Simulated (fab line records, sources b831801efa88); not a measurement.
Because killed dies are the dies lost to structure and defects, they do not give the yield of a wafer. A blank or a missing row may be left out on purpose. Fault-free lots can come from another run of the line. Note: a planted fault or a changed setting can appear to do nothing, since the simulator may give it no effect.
A struck lot beside a sound one -- flow sky130 -- 15 out of 708 route steps
Sound: these wafers, L203.2, L203.4, L203.5. Wafers L194.1, L194.3, L194.5 were the ones struck. Last of all comes the cause.
At each step with rows: each side's tool, then ch and its chambers, then its first start. Under that, the readings that differ: sound wafers -- struck wafers -- difference of the means -- sigmas: that difference in standard deviations of wafers without a fault.
alike: words and numbers the same on both sides, and readings whose means are apart by under 2 such deviations; not compared: readings that were withheld, readings missing a value for some wafer, numbers with overlapping values and no deviation given by the record, and bounds like >300 which may hide the same value.
Wherever a step has rows on one side only, a row that says differs or no value, or a row with sigmas, the two part there. Numbers that have no deviation but don't overlap get no sigmas and don't part them. Lack of a reading on every wafer of one side parts them only where that side has two or more wafers.

first, 8 steps without rows for these wafers: SKY_METAL3_DEHYDRATE_05 (time 60 s); SKY_METAL3_HMDS_06 (prime time 60 s); SKY_METAL3_COAT_07 (resist thk 60 nm); SKY_METAL3_COAT_08 (resist thk 1140 nm); SKY_METAL3_SOFTBAKE_09 (time 90 s); SKY_METAL3_EXPOSE_10 (exposes mask MM3, target cd 300 nm); SKY_METAL3_PEB_11; SKY_METAL3_DEVELOP_12 (develop time 60 s).
SKY_METAL3_CD_MEAS_13: target cd 300 nm.
  sound on cd sem-02 at day 43 17:20; struck on cd sem-02 at day 41 11:59
  alike: cd nm
SKY_METAL3_OVL_MEAS_14:
  sound on overlay-02 at day 43 17:26; struck on overlay-01 at day 41 12:07
  alike: METAL3_OVL
SKY_METAL3_DESCUM_15: chemistry O2, time 8 s.
  sound on rie metal-01 ch 0,1, day 43 17:28; struck on rie metal-01 ch 0,1, day 41 12:08
  alike: drypump motor current A, oes product au
  not compared: rf hours counter h
SKY_METAL3_ETCH_16: etches BARC in N2/H2, stops on SiO2, time 88.2 s, target depth 60 nm.
  sound on rie metal-01 ch 0,1, day 43 17:29; struck on rie metal-01 ch 0,1, day 41 12:10
  alike: bias w, chamber pressure mTorr, drypump motor current A, oes product au, throttle valve pct
  not compared: rf hours counter h
SKY_METAL3_ETCH_17: etches SiO2 in C4F8/O2/Ar, stops on TiN, time 3.9 s, target depth 15 nm.
  sound on rie diel-03 ch 0,2,3, day 43 17:35; struck on rie diel-03 ch 0,1,2, day 41 12:16
  no value came back on the struck wafers for bias w (W), chamber pressure mTorr (mTorr), oes product au (a.u.); on the sound wafers bias w (W) reads 1199 1199 1195
  not compared: rf hours counter h
SKY_METAL3_METAL_ETCH_18: etches the open film in Cl2/BCl3, stops on SiO2, target depth 845 nm, time 183.1 s.
  sound on rie metal-03 ch 0,1, day 43 17:37; struck on rie metal-02 ch 0,1, day 41 12:17
  alike: bcl3 flow sccm, bias w, drypump motor current A, mfc cl2 sccm, oes product au, throttle valve pct
  not compared: rf hours counter h
-- the record jumps here: 7 days lie between the struck wafers' starts before and after (it left off in module METAL3 and takes up again in module PAD_OPEN, whose first step shown is number 708 of the route) --
SKY_PAD_OPEN_PROBE_99:
  sound on prober-01 at day 49 22:07; struck on prober-01 at day 48 05:52
reading,sound,struck,difference,sigmas
defect limited yield (%),81.9 80.7 83.1,0 0 0,-82,-43
killed_at_M0_to_M3,44 48 41,449 442 454,+404,+55
killed dies,89 95 83,492 492 492,+403,+43
killed on rim,18 14 12,96 96 96,+81,+22
sort_bin_5_function (%),10.2 11.2 10.0,91.7 90.9 91.3,+80.8,+58
sort n pass,403 397 409,0 0 0,-403,-43
sort yield pct (%),81.9 80.7 83.1,0 0 0,-82,-43
  alike: killed_at_M4_up, killed at contacts, killed at front end, killed at other, killed open, killed short, sort_bin_3_pad_short, sort_bin_6_memory

## WHERE THEY PART
Last at SKY_PAD_OPEN_PROBE_99 as far as this record goes, first at SKY_METAL3_ETCH_17.

WHY: what the simulator had put in
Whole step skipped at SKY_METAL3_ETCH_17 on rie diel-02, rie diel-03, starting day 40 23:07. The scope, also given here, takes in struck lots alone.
